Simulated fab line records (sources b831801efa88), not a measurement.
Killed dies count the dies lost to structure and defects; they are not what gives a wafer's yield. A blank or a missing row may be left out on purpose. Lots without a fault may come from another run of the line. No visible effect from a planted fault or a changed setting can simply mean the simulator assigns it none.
Chamber matching || flow gf180mcu || GF_SAB_ETCH_11 on rieDiel-01: 4 sister chambers
The step etches SiO2 in C4F8/O2/Ar, target depth 55 nm, time 8.5 s. 8 wafers are shown with their chamber, then 7 later ones without.

## WAFERS WITH THEIR CHAMBER
{"wafer": "L078.5", "chamber": 0, "oesProductAu (a.u.)": 0.992}
{"wafer": "L079.4", "chamber": 1, "oesProductAu (a.u.)": 0.992}
{"wafer": "L079.6", "chamber": 0, "oesProductAu (a.u.)": 0.981}
{"wafer": "L082.3", "chamber": 3, "oesProductAu (a.u.)": 0.985}
{"wafer": "L082.5", "chamber": 3, "oesProductAu (a.u.)": 0.980}
{"wafer": "L082.6", "chamber": 2, "oesProductAu (a.u.)": 1.011}
{"wafer": "L083.2", "chamber": 2, "oesProductAu (a.u.)": 1.016}
{"wafer": "L083.4", "chamber": 1, "oesProductAu (a.u.)": 0.988}

## WAFERS WHOSE CHAMBER IS MISSING
{"wafer": "L083.6", "oesProductAu (a.u.)": 0.998}
{"wafer": "L085.1", "oesProductAu (a.u.)": 0.988}
{"wafer": "L085.2", "oesProductAu (a.u.)": 0.981}
{"wafer": "L085.3", "oesProductAu (a.u.)": 1.018}
{"wafer": "L092.1", "oesProductAu (a.u.)": 0.984}
{"wafer": "L092.3", "oesProductAu (a.u.)": 0.997}
{"wafer": "L092.4", "oesProductAu (a.u.)": 1.008}

## EACH ONE'S CHAMBER
{"wafer": "L083.6", "from the rows above": "can't be placed: 1 or 0 or 2 or 3", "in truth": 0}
{"wafer": "L085.1", "from the rows above": "can't be placed: 0 or 1 or 3", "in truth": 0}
{"wafer": "L085.2", "from the rows above": "can't be placed: 3 or 0 or 1", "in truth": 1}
{"wafer": "L085.3", "from the rows above": 2, "in truth": 2}
{"wafer": "L092.1", "from the rows above": "can't be placed: 3 or 0 or 1", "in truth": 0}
{"wafer": "L092.3", "from the rows above": "can't be placed: 1 or 0 or 3 or 2", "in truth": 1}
{"wafer": "L092.4", "from the rows above": 2, "in truth": 2}
Correct placement for 2 of the 7. Cannot be placed on the basis of these rows: 5; the candidates contain the true chamber in 5. Placed wrongly: 0.
How it was worked out, from the rows above alone: a wafer's distance from a chamber is the root of the sum, over the readings, of the square of ((its reading less the chamber's mean) divided by the reading's scatter). The wafer belongs to the nearest chamber; if the next one is less than 2 further off, it can't be placed. For every chamber, the mean is computed from those of its wafers that are shown. How the scatter is found: for the shown wafers, subtract from each reading the mean of its chamber, square and add these, divide the total by (wafers less chambers), then take the root.
